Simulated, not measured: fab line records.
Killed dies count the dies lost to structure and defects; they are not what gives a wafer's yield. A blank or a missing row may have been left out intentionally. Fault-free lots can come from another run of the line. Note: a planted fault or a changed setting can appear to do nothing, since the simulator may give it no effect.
Which tool is to blame? :: flow sky130 :: 11 lots with 33 wafers sampled at 2 steps, on a route of 708 steps

WHAT EACH GAUGE READ, for each wafer
SKY_CAP2M_RS_MEAS_03: measurement is done with a four-point probe.
lot: L693
measured: day 39 17:10
on: film_metro-04
CAP2M_TIN_RS (ohm/sq): 6.84 6.82 6.92

lot: L697
measured: day 41 05:22
on: film_metro-04
CAP2M_TIN_RS (ohm/sq): 6.78 6.83 6.86

lot: L700
measured: day 42 03:30
on: film_metro-03
CAP2M_TIN_RS (ohm/sq): 6.95 6.89 6.86

lot: L701
measured: day 42 13:56
on: film_metro-04
CAP2M_TIN_RS (ohm/sq): 6.89 6.95 6.96

lot: L702
measured: day 42 15:40
on: film_metro-02
CAP2M_TIN_RS (ohm/sq): 6.84 6.81 6.84

lot: L704
measured: day 43 06:16
on: film_metro-03
CAP2M_TIN_RS (ohm/sq): 6.89 6.92 6.90

lot: L705
measured: day 43 12:11
on: film_metro-04
CAP2M_TIN_RS (ohm/sq): 6.85 6.80 6.84

lot: L710
measured: day 44 19:35
on: film_metro-02
CAP2M_TIN_RS (ohm/sq): 6.84 6.75 6.77

lot: L711
measured: day 45 01:16
on: film_metro-04
CAP2M_TIN_RS (ohm/sq): 6.84 6.80 6.92

lot: L712
measured: day 45 03:07
on: film_metro-04
CAP2M_TIN_RS (ohm/sq): 6.92 6.94 6.90

lot: L714
measured: day 45 15:25
on: film_metro-02
CAP2M_TIN_RS (ohm/sq): 6.81 6.88 6.97

EACH LOT AND THE TOOL THAT RAN IT (in order: tool; ch and the chambers of the sampled wafers; start)
lot: L693
SKY_CAPM_CVD_00: pecvd-01 ch 0,1, day 36 10:30

lot: L697
SKY_CAPM_CVD_00: pecvd-03 ch 0,1,2, day 37 21:13

lot: L700
SKY_CAPM_CVD_00: pecvd-04 ch 1,2, day 38 21:45

lot: L701
SKY_CAPM_CVD_00: pecvd-01 ch 0,2, day 39 08:47

lot: L702
SKY_CAPM_CVD_00: pecvd-04 ch 0,1, day 39 09:06

lot: L704
SKY_CAPM_CVD_00: pecvd-03 ch 1,2, day 40 01:38

lot: L705
SKY_CAPM_CVD_00: pecvd-01 ch 0,2, day 40 08:58

lot: L710
SKY_CAPM_CVD_00: pecvd-01 ch 0,1,2, day 41 18:41

lot: L711
SKY_CAPM_CVD_00: pecvd-03 ch 1,2, day 41 23:53

lot: L712
SKY_CAPM_CVD_00: pecvd-01 ch 1,2, day 42 02:32

lot: L714
SKY_CAPM_CVD_00: pecvd-03 ch 0,1,2, day 42 14:59
- SKY_CAPM_CVD_00: deposits SiO2, target thk 15.5 nm.

WHAT THE TOOLS THEMSELVES READ (means of the sampled wafers that have a number; where no wafer has one, the mark that the record gives instead)
SKY_CAPM_CVD_00.
lot: L693
tool: pecvd-01
heater_power_w (W): 601
rf_fwd_power_W (W): 440.3

lot: L697
tool: pecvd-03
heater_power_w (W): 681
rf_fwd_power_W (W): 441.4

lot: L700
tool: pecvd-04
heater_power_w (W): 734
rf_fwd_power_W (W): 440.1

lot: L701
tool: pecvd-01
heater_power_w (W): 575
rf_fwd_power_W (W): 440.4

lot: L702
tool: pecvd-04
heater_power_w (W): 737
rf_fwd_power_W (W): 438.5

lot: L704
tool: pecvd-03
heater_power_w (W): 701
rf_fwd_power_W (W): 441.9

lot: L705
tool: pecvd-01
heater_power_w (W): 616
rf_fwd_power_W (W): 439.4

lot: L710
tool: pecvd-01
heater_power_w (W): 671
rf_fwd_power_W (W): 440.7

lot: L711
tool: pecvd-03
heater_power_w (W): 744
rf_fwd_power_W (W): 442.1

lot: L712
tool: pecvd-01
heater_power_w (W): 638
rf_fwd_power_W (W): 439.2

lot: L714
tool: pecvd-03
heater_power_w (W): 747
rf_fwd_power_W (W): 442.4

THE ANSWER, worked out from the rows above alone
Rule: usual is defined by the lots themselves. The widest of any qualifying gaps counts: lots, ordered by their means at a reading, are off when they make up no more than a third of the lots, leave a main group of 4 or more, and stand apart from it by 3 or more times the standard deviation of that group's means. If all means in a main group match to the digits the tables above print for the reading, that group is not used. A lot without any number at a reading at which 4 lots or more have one is off too. All remaining lots with rows at the step are treated as sound. First the gauges in route order, then the tools' own readings, where a lot's mean is used as printed above. At the first step where some lot is off, the reading lying furthest off is the one used; lots without a number count as furthest.
No lot is off on any of the readings shown, so nothing can be concluded from this.

WHAT THE SIMULATOR HAD PUT IN
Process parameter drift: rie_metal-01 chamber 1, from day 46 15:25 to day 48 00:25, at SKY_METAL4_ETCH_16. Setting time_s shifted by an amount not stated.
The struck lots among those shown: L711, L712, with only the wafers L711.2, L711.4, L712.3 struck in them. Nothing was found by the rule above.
